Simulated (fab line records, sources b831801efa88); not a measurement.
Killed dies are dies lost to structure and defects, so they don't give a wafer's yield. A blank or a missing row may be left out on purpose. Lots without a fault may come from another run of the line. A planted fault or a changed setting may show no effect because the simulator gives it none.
fab line records | flow sky130
record lots=5 wafers=15 last_day=50
route steps=708 shown SONOS_ONO@174 GATE_OXIDE@187 POLY_GATE@204 RES_PROTECT@206
lots that met no fault: from a run of the same line without faults
start_h: hours from the record's first day to the start of the lot's first wafer shown | wait_h: hours since the lot's step before | " the same as in the row above | L1.1+2: a row that stands for several wafers | - no value, or no start given | * or withheld: withheld | < > ~ a bound
route shown NAME@n: a module of which the file shows steps, and the number in the route of the first | usual: mean/standard deviation of fault-free wafers | same: alike in all rows | chamber/n: place in a boat | sites: the reading at each site | _std_site: their standard deviation | _edge_site: outer sites' mean less inner sites' | radius_mm: how far each site lies from the wafer's centre | mask NAME#n: copy n | behind: the tool/chamber that last shaped the wafer | hold: why the lot was held/for how many hours/how that ended | device: the transistor (n, p or np) that didn't switch | end of line: the same wafers' tests at the end of the route | a step without rows: its recipe alone | killed: dies lost to structure and defects at the first sort, not the wafer's yield | map: a wafer's dies, x killed, . not, _ none there
set.NAME: the setting as run; set.NAME@STEP: as run at that earlier step | model.NAME: the simulator's own value behind a step, which no gauge read
lots at some steps of the route; a table a step, a row a wafer
services: from which hour (start_h, from the record's first day; less than 0 if before it) a tool's chamber was out of use, for how many hours, and why
## steps
# step SKY_SONOS_ONO_DEHYDRATE_06
# recipe temp_c=200 time_s=60
# usual heater_power_total_W=160.37/0.11 resist_line_temp_C=23.00/0.1
# columns lot.wafer tool chamber start_h wait_h heater_power_total_W resist_line_temp_C
L079.3 litho_track-04 0 310.33 12.1 160.51 22.97
L079.5 " 0 " " 160.35 22.98
L079.6 " 0 " " 160.46 22.90
L082.1 litho_track-03 0 343.93 12.8 160.47 23.01
L082.3 " 0 " " 160.25 22.89
L082.5 " 0 " " 160.44 23.03
L093.1 litho_track-03 0 418.48 14.3 160.14 22.83
L093.4 " 0 " " 160.41 23.03
L093.6 " 0 " " 160.27 22.87
L094.3 litho_track-04 0 431.53 14.5 160.24 22.99
L094.4 " 0 " " 160.23 22.98
L094.5 " 0 " " 160.40 23.02
L097.1 litho_track-01 0 452.29 15.2 160.36 22.95
L097.5 " 0 " " 160.32 22.91
L097.6 " 0 " " 160.49 22.97
# step SKY_SONOS_ONO_HMDS_07
# recipe prime_time_s=60 prime_temp_c=120
# usual resist_line_temp_C=23.00/0.1
# columns lot.wafer tool chamber start_h wait_h resist_line_temp_C
L079.3 litho_track-04 0 310.48 0.1 23.01
L079.5 " 0 " " 22.94
L079.6 " 0 " " 22.96
L082.1 litho_track-03 0 344.08 0.1 22.90
L082.3 " 0 " " 23.10
L082.5 " 0 " " 22.98
L093.1 litho_track-03 0 418.63 0.1 23.07
L093.4 " 0 " " 22.95
L093.6 " 0 " " 23.07
L094.3 litho_track-04 0 431.68 0.1 23.13
L094.4 " 0 " " 23.00
L094.5 " 0 " " 22.98
L097.1 litho_track-01 0 452.44 0.1 23.23
L097.5 " 0 " " 23.08
L097.6 " 0 " " 23.09
# step SKY_SONOS_ONO_COAT_08
# recipe resist=NOVOLAK spin_rpm=3000 resist_thk_nm=1140
# usual resist_line_temp_C=23.00/0.11
# columns lot.wafer tool chamber start_h wait_h resist_line_temp_C
L079.3 litho_track-04 0 310.63 0.1 23.03
L079.5 " 0 " " 22.98
L079.6 " 0 " " 23.04
L082.1 litho_track-03 0 344.23 0.1 23.13
L082.3 " 0 " " 23.04
L082.5 " 0 " " 23.00
L093.1 litho_track-03 0 418.78 0.1 23.14
L093.4 " 0 " " 22.85
L093.6 " 0 " " 23.11
L094.3 litho_track-04 0 431.83 0.1 22.96
L094.4 " 0 " " 22.92
L094.5 " 0 " " 22.91
L097.1 litho_track-01 0 452.59 0.1 23.08
L097.5 " 0 " " 23.08
L097.6 " 0 " " 23.12
# step SKY_SONOS_ONO_SOFTBAKE_09
# recipe temp_c=90 time_s=60 resist=NOVOLAK
# usual heater_power_total_W=56.60/0.042 resist_line_temp_C=22.97/0.11
# columns lot.wafer tool chamber start_h wait_h heater_power_total_W resist_line_temp_C
L079.3 litho_track-04 0 310.78 0.1 56.57 23.00
L079.5 " 0 " " 56.62 23.11
L079.6 " 0 " " 56.68 23.11
L082.1 litho_track-03 0 344.38 0.1 56.64 23.03
L082.3 " 0 " " 56.59 22.94
L082.5 " 0 " " 56.58 23.02
L093.1 litho_track-03 0 418.93 0.1 56.63 22.87
L093.4 " 0 " " 56.60 22.96
L093.6 " 0 " " 56.62 23.04
L094.3 litho_track-04 0 431.98 0.1 56.56 22.91
L094.4 " 0 " " 56.68 22.97
L094.5 " 0 " " 56.57 23.09
L097.1 litho_track-01 0 452.74 0.1 56.61 22.79
L097.5 " 0 " " 56.62 22.86
L097.6 " 0 " " 56.60 22.95
# step SKY_SONOS_ONO_EXPOSE_10
# recipe mask_id=ONOM target_cd_nm=410 na=0.6 source_shape=conventional sigma_outer=0.6 dose_mj=150
# columns lot.wafer tool chamber start_h wait_h mask
L079.3+5+6 iline_stepper-01 0 - - ONOM#0
L082.1+3+5 iline_stepper-02 0 - - ONOM#0
L093.1+4+6 iline_stepper-02 0 - - ONOM#0
L094.3+4+5 iline_stepper-01 0 - - ONOM#0
L097.1+5+6 iline_stepper-01 0 - - ONOM#0
# step SKY_SONOS_ONO_PEB_11
# recipe temp_c=withheld time_s=* resist=NOVOLAK
# usual resist_line_temp_C=*
# columns lot.wafer tool chamber start_h wait_h resist_line_temp_C
L079.3 litho_track-03 0 - - *
L079.5 " 0 " " *
L079.6 " 0 " " *
L082.1 litho_track-03 0 - - *
L082.3 " 0 " " *
L082.5 " 0 " " *
L093.1 litho_track-03 0 - - *
L093.4 " 0 " " *
L093.6 " 0 " " *
L094.3 litho_track-03 0 - - *
L094.4 " 0 " " *
L094.5 " 0 " " *
L097.1 litho_track-04 0 - - *
L097.5 " 0 " " *
L097.6 " 0 " " *
# step SKY_SONOS_ONO_DEVELOP_12
# recipe develop_time_s=60 dev_temp_c=23
# usual developer_temp_C=22.99/0.087 resist_line_temp_C=22.98/0.11
# columns lot.wafer tool chamber start_h wait_h developer_temp_C resist_line_temp_C
L079.3 litho_track-03 0 323.33 0.1 22.99 22.96
L079.5 " 0 " " 22.86 22.99
L079.6 " 0 " " 22.95 23.03
L082.1 litho_track-03 0 358.03 0.1 23.00 22.99
L082.3 " 0 " " 23.09 23.02
L082.5 " 0 " " 22.86 22.94
L093.1 litho_track-03 0 433.98 0.1 23.16 22.88
L093.4 " 0 " " 22.94 22.86
L093.6 " 0 " " 23.19 22.91
L094.3 litho_track-03 0 447.48 0.1 23.03 23.05
L094.4 " 0 " " 22.94 22.85
L094.5 " 0 " " 22.87 23.04
L097.1 litho_track-04 0 467.78 0.1 22.98 23.09
L097.5 " 0 " " 23.01 22.89
L097.6 " 0 " " 22.95 23.09
# step SKY_SONOS_ONO_CD_MEAS_13
# recipe target_cd_nm=410
# usual cd_nm=409.2/2.3
# columns lot.wafer tool chamber start_h wait_h cd_nm
L079.3 cd_sem-01 - 323.47 0.1 409.3
L079.5 " - " " 409.6
L079.6 " - " " 410.8
L082.1 cd_sem-01 - 358.18 0.1 411.3
L082.3 " - " " 409.9
L082.5 " - " " 408.6
L093.1 cd_sem-01 - 434.13 0.1 409.2
L093.4 " - " " 407.5
L093.6 " - " " 409.2
L094.3 cd_sem-02 - 447.62 0.1 410.3
L094.4 " - " " 404.4
L094.5 " - " " 406.5
L097.1 cd_sem-02 - 467.93 0.1 407.5
L097.5 " - " " 410.1
L097.6 " - " " 409.9
# step SKY_SONOS_ONO_OVL_MEAS_14
# usual SONOS_ONO_OVL=0.1/1.3
# columns lot.wafer tool chamber start_h wait_h SONOS_ONO_OVL[nm]
L079.3 overlay-02 - 323.56 0.1 0.8
L079.5 " - " " -1.1
L079.6 " - " " -1.1
L082.1 overlay-01 - 358.30 0.1 -0.5
L082.3 " - " " -0.8
L082.5 " - " " 0.3
L093.1 overlay-01 - 434.25 0.1 -2.7
L093.4 " - " " -2.6
L093.6 " - " " -2.0
L094.3 overlay-02 - 447.71 0.1 0.0
L094.4 " - " " -0.8
L094.5 " - " " -0.7
L097.1 overlay-02 - 468.05 0.1 1.0
L097.5 " - " " 2.2
L097.6 " - " " 1.2
# step SKY_SONOS_ONO_ETCH_15
# recipe target_depth_nm=19.52 chemistry=CHF3/O2 source_w=600 bias_w=200 pressure_mtorr=40 chf3_flow_sccm=50 O2_flow_sccm=5 time_s=7.8
# usual O2_flow_sccm=5.001/0.015 chf3_flow_sccm=50.02/0.15 drypump_motor_current_A=5.8/0.46 oes_product_au=1.003/0.013 throttle_valve_pct=8.826/0.0093
# columns lot.wafer tool chamber start_h wait_h O2_flow_sccm chf3_flow_sccm drypump_motor_current_A oes_product_au rf_hours_counter_h throttle_valve_pct
L079.3 rie_diel-04 3 323.59 0.0 5.003 49.86 5.9 1.005 45 8.829
L079.5 " 1 " " 5.018 49.92 6.2 1.015 - 8.816
L079.6 " 0 " " 4.977 50.35 6.2 0.987 - 8.821
L082.1 rie_diel-01 0 358.34 0.0 4.999 50.12 4.9 1.021 54 8.828
L082.3 " 1 " " 4.964 49.99 6.1 1.002 50 8.822
L082.5 " 0 " " 5.023 50.12 4.9 1.025 - 8.830
L093.1 rie_diel-01 2 434.29 0.0 5.011 49.74 5.8 0.989 5 8.812
L093.4 " 0 " " 5.011 49.90 4.9 1.015 55 8.818
L093.6 " 2 " " 5.008 50.05 5.8 0.988 - 8.823
L094.3 rie_diel-04 2 447.74 0.0 5.015 49.86 6.5 1.006 4 8.837
L094.4 " 1 " " 5.009 50.12 6.2 1.010 62 8.827
L094.5 " 0 " " 4.998 50.02 6.2 1.002 - 8.824
L097.1 rie_diel-02 2 468.09 0.0 4.987 50.02 5.5 1.011 0 8.826
L097.5 " 3 " " 4.986 50.07 5.5 1.015 - 8.830
L097.6 " 0 " " 4.965 49.99 5.8 1.000 - 8.812
# step SKY_SONOS_ONO_WET_ETCH_16
# recipe chemistry=dHF target_depth_nm=14 dry=n2_spin target=SiO2 dilution=100:1 temp_c=25 time_s=280
# columns lot.wafer tool chamber start_h wait_h
L079.3+5+6 wet_bench-03 2 323.61 0.0
L082.1+3+5 wet_bench-02 2 358.36 0.0
L093.1+4+6 wet_bench-03 2 434.31 0.0
L094.3+4+5 wet_bench-02 3 447.76 0.0
L097.1+5+6 wet_bench-02 0 468.11 0.0
# step SKY_SONOS_ONO_STRIP_17
# recipe chemistry=O2/N2 power_w=1400 pressure_mtorr=1500 platen_temp_c=withheld o2_flow_sccm=3000 n2_flow_sccm=300 overash_fraction=0.5
# usual drypump_motor_current_A=5.7/0.64 oes_product_au=0.710/0.0044 strip_time_to_endpoint_s=14.10/0.041
# columns lot.wafer tool chamber start_h wait_h drypump_motor_current_A oes_product_au rf_hours_counter_h strip_time_to_endpoint_s
L079.3 plasma_asher-04 1 323.74 0.0 4.7 0.712 - 14.09
L079.5 " 1 " " 4.7 0.700 - 14.06
L079.6 " 0 " " 6.7 0.714 - 14.10
L082.1 plasma_asher-04 0 358.46 0.0 6.7 0.711 65 14.13
L082.3 " 0 " " 6.6 0.716 - 14.10
L082.5 " 0 " " 6.7 0.702 - 14.16
L093.1 plasma_asher-01 1 434.40 0.0 6.2 0.720 32 14.03
L093.4 " 0 " " 5.2 0.706 - 14.09
L093.6 " 1 " " 6.2 0.712 - 14.07
L094.3 plasma_asher-04 1 447.88 0.0 4.7 0.707 - 14.06
L094.4 " 0 " " 6.7 0.712 - 14.06
L094.5 " 1 " " 4.7 0.708 - 14.05
L097.1 plasma_asher-03 0 468.20 0.0 5.8 0.713 4 14.06
L097.5 " 1 " " 5.5 0.712 - 14.06
L097.6 " 0 " " 5.8 0.712 - 14.11
# step SKY_SONOS_ONO_WET_ETCH_18
# recipe chemistry=H3PO4 target_depth_nm=15 target=Si3N4 temp_c=160 time_s=166.1
# columns lot.wafer tool chamber start_h wait_h
L079.3+5+6 wet_bench-03 0 323.80 0.0
L082.1+3+5 wet_bench-03 3 358.56 0.1
L093.1+4+6 wet_bench-01 0 434.50 0.1
L094.3+4+5 wet_bench-03 1 447.94 0.0
L097.1+5+6 wet_bench-03 0 468.30 0.1
# step SKY_GATE_OXIDE_CLEAN_00
# recipe chemistry=SC1/SC2 mix=1:4:20 temp_c=70 time_s=150 dry=n2_spin
# columns lot.wafer tool chamber start_h wait_h
L079.3+5+6 wet_bench-03 2 323.86 0.0
L082.1+3+5 wet_bench-03 0 358.68 0.0
L093.1+4+6 wet_bench-02 3 434.55 0.0
L094.3+4+5 wet_bench-01 2 448.00 0.0
L097.1+5+6 wet_bench-01 0 468.35 0.0
# step SKY_GATE_OXIDE_OXIDATION_01
# recipe temp_c=892.9 ambient=O2 stabilise_s=600 purge_s=300 target_thk_a=102.68 ox_time_s=1473
# usual spike_tc_centre_C=893.3/1.3 spike_tc_upper_C=892.1/1.1
# columns lot.wafer tool chamber start_h wait_h spike_tc_centre_C spike_tc_upper_C
L079.3 furnace-01 0 323.92 0.0 892.5 892.7
L079.5 " 0 " " 893.0 890.2
L079.6 " 0 " " 893.4 892.7
L082.1 furnace-01 0 359.11 0.3 892.9 890.7
L082.3 " 0 " " 893.6 890.8
L082.5 " 0 " " 894.3 891.0
L093.1 furnace-01 0 434.66 0.0 892.9 892.6
L093.4 " 0 " " 894.0 890.6
L093.6 " 0 " " 894.0 893.0
L094.3 furnace-02 0 448.05 0.0 893.0 893.3
L094.4 " 0 " " 891.3 893.2
L094.5 " 0 " " 890.8 894.1
L097.1 furnace-02 0 470.06 1.7 891.0 892.3
L097.5 " 0 " " 890.3 891.7
L097.6 " 0 " " 891.3 892.9
# step SKY_GATE_OXIDE_THK_MEAS_02
# recipe reads=SiO2_of_GATE_OXIDE_OXIDATION_01
# usual GATE_OXIDE_OXIDATION_00_THK=9.51/0.19
# columns lot.wafer tool chamber start_h wait_h GATE_OXIDE_OXIDATION_00_THK[nm]
L079.3 film_metro-04 - 325.35 0.0 9.68
L079.5 " - " " 9.71
L079.6 " - " " 9.62
L082.1 film_metro-03 - 360.51 0.0 9.39
L082.3 " - " " 9.52
L082.5 " - " " 9.74
L093.1 film_metro-03 - 436.06 0.0 9.30
L093.4 " - " " 9.53
L093.6 " - " " 9.63
L094.3 film_metro-02 - 449.48 0.0 9.40
L094.4 " - " " 9.35
L094.5 " - " " 9.42
L097.1 film_metro-04 - 471.47 0.0 9.18
L097.5 " - " " 9.27
L097.6 " - " " 9.22
# step SKY_GATE_OXIDE_DEHYDRATE_03
# recipe temp_c=200 time_s=60
# usual heater_power_total_W=160.37/0.12 resist_line_temp_C=22.99/0.11
# columns lot.wafer tool chamber start_h wait_h heater_power_total_W resist_line_temp_C
L079.3 litho_track-02 0 337.68 12.3 160.30 22.80
L079.5 " 0 " " 160.41 22.93
L079.6 " 0 " " 160.35 22.95
L082.1 litho_track-02 0 373.78 13.3 160.42 23.06
L082.3 " 0 " " 160.33 22.95
L082.5 " 0 " " 160.18 23.14
L093.1 litho_track-03 0 451.28 15.2 160.34 22.81
L093.4 " 0 " " 160.54 22.78
L093.6 " 0 " " 160.35 22.90
L094.3 litho_track-01 0 464.24 14.7 160.32 23.07
L094.4 " 0 " " 160.43 23.24
L094.5 " 0 " " 160.35 23.06
L097.1 litho_track-02 0 486.43 15.0 160.56 22.96
L097.5 " 0 " " 160.31 22.97
L097.6 " 0 " " 160.24 23.16
# step SKY_GATE_OXIDE_HMDS_04
# recipe prime_time_s=60 prime_temp_c=120
# usual resist_line_temp_C=23.01/0.096
# columns lot.wafer tool chamber start_h wait_h resist_line_temp_C
L079.3 litho_track-02 0 337.83 0.1 23.01
L079.5 " 0 " " 23.20
L079.6 " 0 " " 23.05
L082.1 litho_track-02 0 373.93 0.1 23.02
L082.3 " 0 " " 22.88
L082.5 " 0 " " 22.92
L093.1 litho_track-03 0 451.43 0.1 23.05
L093.4 " 0 " " 23.01
L093.6 " 0 " " 22.93
L094.3 litho_track-01 0 464.39 0.1 23.08
L094.4 " 0 " " 23.10
L094.5 " 0 " " 23.07
L097.1 litho_track-02 0 486.58 0.1 23.00
L097.5 " 0 " " 22.84
L097.6 " 0 " " 22.87
# step SKY_GATE_OXIDE_COAT_05
# recipe resist=NOVOLAK spin_rpm=3000 resist_thk_nm=1140
# usual resist_line_temp_C=23.03/0.097
# columns lot.wafer tool chamber start_h wait_h resist_line_temp_C
L079.3 litho_track-02 0 337.98 0.1 22.98
L079.5 " 0 " " 22.93
L079.6 " 0 " " 23.02
L082.1 litho_track-02 0 374.08 0.1 22.94
L082.3 " 0 " " 23.04
L082.5 " 0 " " 22.90
L093.1 litho_track-03 0 451.58 0.1 23.13
L093.4 " 0 " " 22.86
L093.6 " 0 " " 23.18
L094.3 litho_track-01 0 464.54 0.1 23.10
L094.4 " 0 " " 23.10
L094.5 " 0 " " 23.15
L097.1 litho_track-02 0 486.73 0.1 23.10
L097.5 " 0 " " 23.03
L097.6 " 0 " " 23.03
# step SKY_GATE_OXIDE_SOFTBAKE_06
# recipe temp_c=90 time_s=60 resist=NOVOLAK
# usual heater_power_total_W=56.60/0.044 resist_line_temp_C=23.00/0.1
# columns lot.wafer tool chamber start_h wait_h heater_power_total_W resist_line_temp_C
L079.3 litho_track-02 0 338.13 0.1 56.59 23.12
L079.5 " 0 " " 56.57 23.09
L079.6 " 0 " " 56.62 22.98
L082.1 litho_track-02 0 374.23 0.1 56.52 22.85
L082.3 " 0 " " 56.55 22.75
L082.5 " 0 " " 56.62 22.92
L093.1 litho_track-03 0 451.73 0.1 56.53 23.07
L093.4 " 0 " " 56.59 23.09
L093.6 " 0 " " 56.61 23.06
L094.3 litho_track-01 0 464.69 0.1 56.63 22.99
L094.4 " 0 " " 56.58 22.96
L094.5 " 0 " " 56.64 22.96
L097.1 litho_track-02 0 486.88 0.1 56.69 22.89
L097.5 " 0 " " 56.61 23.01
L097.6 " 0 " " 56.65 23.04
# step SKY_GATE_OXIDE_EXPOSE_07
# recipe mask_id=LVOM na=0.6 source_shape=conventional sigma_outer=0.6 polarization=unpolarized target_cd_nm=600 dose_mj=170
# columns lot.wafer tool chamber start_h wait_h mask
L079.3+5+6 iline_stepper-02 0 - - LVOM#0
L082.1+3+5 iline_stepper-02 0 - - LVOM#0
L093.1+4+6 iline_stepper-02 0 - - LVOM#0
L094.3+4+5 iline_stepper-01 0 - - LVOM#0
L097.1+5+6 iline_stepper-01 0 - - LVOM#0
# step SKY_GATE_OXIDE_PEB_08
# recipe temp_c=withheld time_s=* resist=NOVOLAK
# usual resist_line_temp_C=*
# columns lot.wafer tool chamber start_h wait_h resist_line_temp_C
L079.3 litho_track-02 0 - - *
L079.5 " 0 " " *
L079.6 " 0 " " *
L082.1 litho_track-01 0 - - *
L082.3 " 0 " " *
L082.5 " 0 " " *
L093.1 litho_track-03 0 - - *
L093.4 " 0 " " *
L093.6 " 0 " " *
L094.3 litho_track-03 0 - - *
L094.4 " 0 " " *
L094.5 " 0 " " *
L097.1 litho_track-01 0 - - *
L097.5 " 0 " " *
L097.6 " 0 " " *
# step SKY_GATE_OXIDE_DEVELOP_09
# recipe resist=NOVOLAK developer=TMAH develop_time_s=60 dev_temp_c=23
# usual developer_temp_C=23.02/0.099 resist_line_temp_C=22.98/0.12
# columns lot.wafer tool chamber start_h wait_h developer_temp_C resist_line_temp_C
L079.3 litho_track-02 0 352.13 0.1 23.14 22.90
L079.5 " 0 " " 23.07 22.97
L079.6 " 0 " " 22.96 22.95
L082.1 litho_track-01 0 388.29 0.1 22.99 22.88
L082.3 " 0 " " 23.01 22.75
L082.5 " 0 " " 23.10 22.71
L093.1 litho_track-03 0 467.13 0.1 22.98 23.22
L093.4 " 0 " " 22.89 23.04
L093.6 " 0 " " 22.95 23.00
L094.3 litho_track-03 0 480.03 0.1 23.06 23.14
L094.4 " 0 " " 22.93 23.08
L094.5 " 0 " " 23.01 23.05
L097.1 litho_track-01 0 501.89 0.1 22.92 22.96
L097.5 " 0 " " 23.05 23.03
L097.6 " 0 " " 23.07 23.14
# step SKY_GATE_OXIDE_OVL_MEAS_10
# usual GATE_OXIDE_OVL=-1.0/1.3
# columns lot.wafer tool chamber start_h wait_h GATE_OXIDE_OVL[nm]
L079.3 overlay-02 - 352.25 0.1 -0.9
L079.5 " - " " 1.9
L079.6 " - " " -0.1
L082.1 overlay-02 - 388.44 0.1 -3.2
L082.3 " - " " -1.2
L082.5 " - " " -0.4
L093.1 overlay-01 - 467.28 0.1 1.1
L093.4 " - " " -2.8
L093.6 " - " " -1.3
L094.3 overlay-01 - 480.14 0.1 -0.1
L094.4 " - " " 0.0
L094.5 " - " " 1.0
L097.1 overlay-01 - 502.04 0.1 0.3
L097.5 " - " " -0.9
L097.6 " - " " -2.7
# step SKY_GATE_OXIDE_IMPLANT_11
# recipe species=B energy_kev=10 dose_cm2=2.6e+12 tilt_deg=withheld
# usual faraday_current_uA=14.68/0.29
# columns lot.wafer tool chamber start_h wait_h faraday_current_uA
L079.3 implanter-04 0 352.32 0.1 14.79
L079.5 " 0 " " 14.87
L079.6 " 0 " " 14.68
L082.1 implanter-01 0 388.47 0.0 14.29
L082.3 " 0 " " 14.82
L082.5 " 0 " " 14.80
L093.1 implanter-02 0 467.32 0.0 14.71
L093.4 " 0 " " 14.96
L093.6 " 0 " " 14.99
L094.3 implanter-01 0 480.22 0.1 14.91
L094.4 " 0 " " 14.64
L094.5 " 0 " " 14.82
L097.1 implanter-01 0 502.07 0.0 14.66
L097.5 " 0 " " 14.23
L097.6 " 0 " " 14.82
# step SKY_GATE_OXIDE_WET_ETCH_12
# recipe chemistry=dHF target_depth_nm=16.8 dry=n2_spin target=SiO2 dilution=100:1 temp_c=25 time_s=336
# columns lot.wafer tool chamber start_h wait_h
L079.3+5+6 wet_bench-02 0 352.42 0.1
L082.1+3+5 wet_bench-02 0 388.62 0.1
L093.1+4+6 wet_bench-03 2 467.47 0.1
L094.3+4+5 wet_bench-01 1 480.32 0.1
L097.1+5+6 wet_bench-03 3 502.22 0.1
# step SKY_GATE_OXIDE_STRIP_13
# recipe chemistry=O2/N2 power_w=1400 pressure_mtorr=1500 platen_temp_c=withheld o2_flow_sccm=3000 n2_flow_sccm=300 overash_fraction=0.5
# usual drypump_motor_current_A=5.6/0.77 oes_product_au=0.716/0.0044 strip_time_to_endpoint_s=14.20/0.036
# columns lot.wafer tool chamber start_h wait_h drypump_motor_current_A oes_product_au rf_hours_counter_h strip_time_to_endpoint_s
L079.3 plasma_asher-04 1 352.57 0.0 4.7 0.716 - 14.18
L079.5 " 1 " " 4.7 0.715 - 14.18
L079.6 " 0 " " 6.7 0.718 - 14.21
L082.1 plasma_asher-01 1 388.72 0.0 6.2 0.716 27 14.18
L082.3 " 1 " " 6.2 0.718 - 14.16
L082.5 " 1 " " 6.2 0.717 - 14.19
L093.1 plasma_asher-02 0 467.57 0.0 5.1 0.712 64 14.24
L093.4 " 0 " " 5.1 0.715 - 14.27
L093.6 " 1 " " 5.9 0.713 - 14.28
L094.3 plasma_asher-04 0 480.45 0.0 6.7 0.722 - 14.25
L094.4 " 1 " " 4.6 0.716 - 14.18
L094.5 " 1 " " 4.7 0.718 - 14.21
L097.1 plasma_asher-04 0 502.32 0.0 6.7 0.717 79 14.20
L097.5 " 0 " " 6.7 0.716 - 14.16
L097.6 " 1 " " 4.7 0.715 - 14.20
# step SKY_GATE_OXIDE_TW_MEAS_14
# usual GATE_OXIDE_TW=224.5/2.7
# columns lot.wafer tool chamber start_h wait_h GATE_OXIDE_TW
L079.3 film_metro-03 - 352.66 0.1 227.6
L079.5 " - " " 227.8
L079.6 " - " " 227.2
L082.1 film_metro-03 - 388.82 0.1 229.4
L082.3 " - " " 228.1
L082.5 " - " " 228.0
L093.1 film_metro-02 - 467.67 0.1 224.6
L093.4 " - " " 225.0
L093.6 " - " " 223.7
L094.3 film_metro-02 - 480.54 0.1 223.3
L094.4 " - " " 223.1
L094.5 " - " " 222.2
L097.1 film_metro-02 - 502.42 0.1 224.6
L097.5 " - " " 222.4
L097.6 " - " " 223.3
# step SKY_GATE_OXIDE_CLEAN_15
# recipe chemistry=SC1/SC2 mix=1:4:20 temp_c=70 time_s=150 dry=n2_spin
# columns lot.wafer tool chamber start_h wait_h
L079.3+5+6 wet_bench-03 0 352.70 0.0
L082.1+3+5 wet_bench-03 0 388.88 0.1
L093.1+4+6 wet_bench-01 3 467.73 0.1
L094.3+4+5 wet_bench-02 0 480.58 0.0
L097.1+5+6 wet_bench-03 3 502.48 0.1
# step SKY_GATE_OXIDE_OXIDATION_16
# recipe temp_c=800 ambient=O2 idle_temp_c=700 ramp_up_c_per_min=10 ramp_down_c_per_min=3 stabilise_s=600 purge_s=300 target_thk_a=35.7 ox_time_s=1915
# usual spike_tc_centre_C=800.4/1.2 spike_tc_upper_C=799.5/1.2
# columns lot.wafer tool chamber start_h wait_h spike_tc_centre_C spike_tc_upper_C
L079.3 furnace-02 0 353.24 0.5 797.3 799.5
L079.5 " 0 " " 800.5 802.0
L079.6 " 0 " " 800.3 798.5
L082.1 furnace-01 0 388.93 0.0 798.5 800.5
L082.3 " 0 " " 799.8 798.2
L082.5 " 0 " " 800.0 797.3
L093.1 furnace-01 0 469.40 1.6 801.0 799.1
L093.4 " 0 " " 800.5 799.9
L093.6 " 0 " " 801.2 802.1
L094.3 furnace-01 0 480.63 0.0 800.1 796.6
L094.4 " 0 " " 800.6 798.0
L094.5 " 0 " " 801.8 799.5
L097.1 furnace-01 0 502.53 0.0 800.4 797.9
L097.5 " 0 " " 801.0 800.6
L097.6 " 0 " " 800.8 799.1
# step SKY_POLY_GATE_CVD_00
# recipe material=poly-Si target_thk_nm=180 temp_c=620 time_s=720 pressure_mtorr=200
# usual spike_tc_centre_C=618.7/1.1 spike_tc_upper_C=619.8/1.5 susceptor_temp_C=620.0/0.31
# columns lot.wafer tool chamber start_h wait_h spike_tc_centre_C spike_tc_upper_C susceptor_temp_C
L079.3 lpcvd-01 0 354.78 0.0 618.2 622.5 619.9
L079.5 " 0 " " 617.7 620.7 620.7
L079.6 " 0 " " 620.2 619.9 620.0
L082.1 lpcvd-01 0 390.47 0.0 619.2 621.5 619.6
L082.3 " 0 " " 620.2 621.2 619.7
L082.5 " 0 " " 618.4 620.5 620.0
L093.1 lpcvd-01 1 470.94 0.0 618.2 620.0 620.2
L093.4 " 1 " " 617.9 616.5 620.0
L093.6 " 1 " " 619.3 617.3 620.1
L094.3 lpcvd-01 1 482.16 0.0 618.1 619.0 619.7
L094.4 " 1 " " 617.1 619.0 619.6
L094.5 " 1 " " 616.5 618.8 619.4
L097.1 lpcvd-01 1 504.07 0.0 620.7 617.4 619.9
L097.5 " 1 " " 618.0 619.3 620.2
L097.6 " 1 " " 618.9 618.6 619.7
# step SKY_POLY_GATE_THK_MEAS_01
# recipe reads=poly-Si_of_POLY_GATE_CVD_00
# usual POLY_GATE_CVD_00_THK=178.6/1.7
# columns lot.wafer tool chamber start_h wait_h POLY_GATE_CVD_00_THK[nm]
L079.3 film_metro-04 - 356.60 0.0 179.9
L079.5 " - " " 179.0
L079.6 " - " " 178.8
L082.1 film_metro-04 - 391.67 0.0 178.1
L082.3 " - " " 178.4
L082.5 " - " " 178.0
L093.1 film_metro-01 - 472.74 0.0 179.2
L093.4 " - " " 177.1
L093.6 " - " " 178.1
L094.3 film_metro-01 - 483.98 0.0 181.6
L094.4 " - " " 181.5
L094.5 " - " " 181.7
L097.1 film_metro-04 - 505.87 0.0 177.0
L097.5 " - " " 178.6
L097.6 " - " " 179.3
# step SKY_RES_PROTECT_DEHYDRATE_00
# recipe temp_c=200 time_s=60
# usual heater_power_total_W=160.37/0.13 resist_line_temp_C=23.03/0.11
# columns lot.wafer tool chamber start_h wait_h heater_power_total_W resist_line_temp_C
L079.3 litho_track-01 0 370.14 13.5 160.33 23.07
L079.5 " 0 " " 160.44 22.96
L079.6 " 0 " " 160.43 23.21
L082.1 litho_track-04 0 405.18 13.5 160.38 23.15
L082.3 " 0 " " 160.50 23.09
L082.5 " 0 " " 160.18 23.05
L093.1 litho_track-01 0 487.64 14.9 160.32 23.05
L093.4 " 0 " " 160.55 22.93
L093.6 " 0 " " 160.29 23.13
L094.3 litho_track-01 0 498.84 14.8 160.15 22.84
L094.4 " 0 " " 160.39 23.08
L094.5 " 0 " " 160.38 23.00
L097.1 litho_track-04 0 520.23 14.4 160.19 22.98
L097.5 " 0 " " 160.61 23.01
L097.6 " 0 " " 160.22 23.12
# step SKY_RES_PROTECT_HMDS_01
# recipe prime_time_s=60 prime_temp_c=120
# usual resist_line_temp_C=23.01/0.11
# columns lot.wafer tool chamber start_h wait_h resist_line_temp_C
L079.3 litho_track-01 0 370.29 0.1 23.03
L079.5 " 0 " " 23.09
L079.6 " 0 " " 23.08
L082.1 litho_track-04 0 405.33 0.1 22.98
L082.3 " 0 " " 23.03
L082.5 " 0 " " 22.85
L093.1 litho_track-01 0 487.79 0.1 23.02
L093.4 " 0 " " 22.97
L093.6 " 0 " " 23.03
L094.3 litho_track-01 0 498.99 0.1 23.09
L094.4 " 0 " " 23.15
L094.5 " 0 " " 23.00
L097.1 litho_track-04 0 520.38 0.1 22.85
L097.5 " 0 " " 23.00
L097.6 " 0 " " 22.93
## services
# columns tool chamber start_h hours kind
wet_bench-03 - 289.62 1.5 repair
rie_diel-04 1 289.79 4.5 repair
furnace-02 - 292.42 3.8 pm
furnace-02 - 298.30 2.2 repair
plasma_asher-04 - 303.73 0.5 repair
rie_diel-01 2 305.51 13.5 repair
rie_diel-04 2 316.09 14.2 repair
implanter-01 - 318.29 5.6 repair
wet_bench-02 - 322.09 1.9 pm
iline_stepper-02 - 323.66 6.1 repair
furnace-02 - 335.20 3.3 pm
furnace-01 - 345.06 4.1 pm
wet_bench-03 - 349.96 2.6 repair
iline_stepper-01 - 374.49 2.4 repair
furnace-01 - 412.61 4.5 pm
iline_stepper-02 - 431.79 4.4 pm
plasma_asher-04 - 434.39 3.2 repair
iline_stepper-01 - 456.28 1.7 pm
furnace-02 - 460.96 3.6 pm
iline_stepper-02 - 485.49 1.7 pm
furnace-02 - 491.97 8.2 repair
iline_stepper-02 - 491.99 4.2 repair
implanter-01 - 498.74 1.0 repair
lpcvd-01 - 509.58 4.1 repair
## key
fault none
